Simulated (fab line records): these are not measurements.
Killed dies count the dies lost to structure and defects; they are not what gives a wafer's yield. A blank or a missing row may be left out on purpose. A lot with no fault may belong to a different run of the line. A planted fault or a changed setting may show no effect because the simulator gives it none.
Struck lot and sound lot, side by side -- flow sky130 -- 14 steps out of a route of 708
Sound: the wafers L204.3, L204.4, L204.5. Struck: wafers L224.1, L224.4, L224.5. The cause comes at the end.
Per side, at each step with rows, come the tool, then ch with its chambers, and then its first start. Under that, the readings that differ: sound wafers -- struck wafers -- difference of the means -- sigmas: that difference in standard deviations of wafers without a fault.
alike: readings with means less than 2 such deviations apart, plus words and numbers identical on both sides. not compared: withheld readings, readings lacking a value on some wafer, bounds such as >300 that could conceal the same value, and numbers that have no deviation in the record and whose values overlap.
Wherever a step has rows on one side only, a row that says differs or no value, or a row with sigmas, the two part there. Non-overlapping numbers with no deviation appear without sigmas and do not part them. A reading missing from all wafers of one side parts the sides only when that side holds two or more wafers.

first, 3 steps without rows for these wafers: SKY_METAL3_CLEAN_21 (cleans in IPA, time 180 s); SKY_METAL3_CLEAN_22 (cleans in O3/DIW); SKY_VIA3_HDPCVD_00 (deposits SiO2, target thk 1635 nm, time 272.5 s).
SKY_VIA3_THK_MEAS_01:
  sound on filmMetro-02, day 39 11:34; struck on filmMetro-02, day 45 04:42
  alike: VIA3_HDPCVD_THK
SKY_VIA3_CMP_02: polishes SiO2.
  sound on cmp-02 ch 2,3, day 39 11:40; struck on cmp-02 ch 1,2, day 45 04:49
  alike: motorCurrentA
SKY_VIA3_BOW_MEAS_03:
  sound on filmMetro-04, day 39 11:57; struck on filmMetro-01, day 45 05:04
  alike: VIA3_BOW
then, 6 steps without rows for these wafers: SKY_VIA3_DEHYDRATE_04 (time 60 s); SKY_VIA3_HMDS_05 (prime time 60 s); SKY_VIA3_COAT_06 (resist thk 60 nm); SKY_VIA3_COAT_07 (resist thk 450 nm); SKY_VIA3_SOFTBAKE_08 (time 90 s); SKY_VIA3_EXPOSE_09 (exposes mask VIM3, target cd 200 nm).
SKY_VIA3_PEB_10:
  struck on lithoTrack-01, day 46 01:00; sound on lithoTrack-01 ch 0, day 40 12:00
reading,sound,struck,difference,sigmas
exhaustPa (Pa),44.6 44.3 44.5,- - -,no value on the struck wafers,
  not compared: chillPlateTempC
then, 1 step without rows for these wafers: SKY_VIA3_DEVELOP_11 (develop time 60 s).

## WHERE THEY PART
Within this record, at SKY_VIA3_PEB_10 only.

WHY: what had been put in by the simulator
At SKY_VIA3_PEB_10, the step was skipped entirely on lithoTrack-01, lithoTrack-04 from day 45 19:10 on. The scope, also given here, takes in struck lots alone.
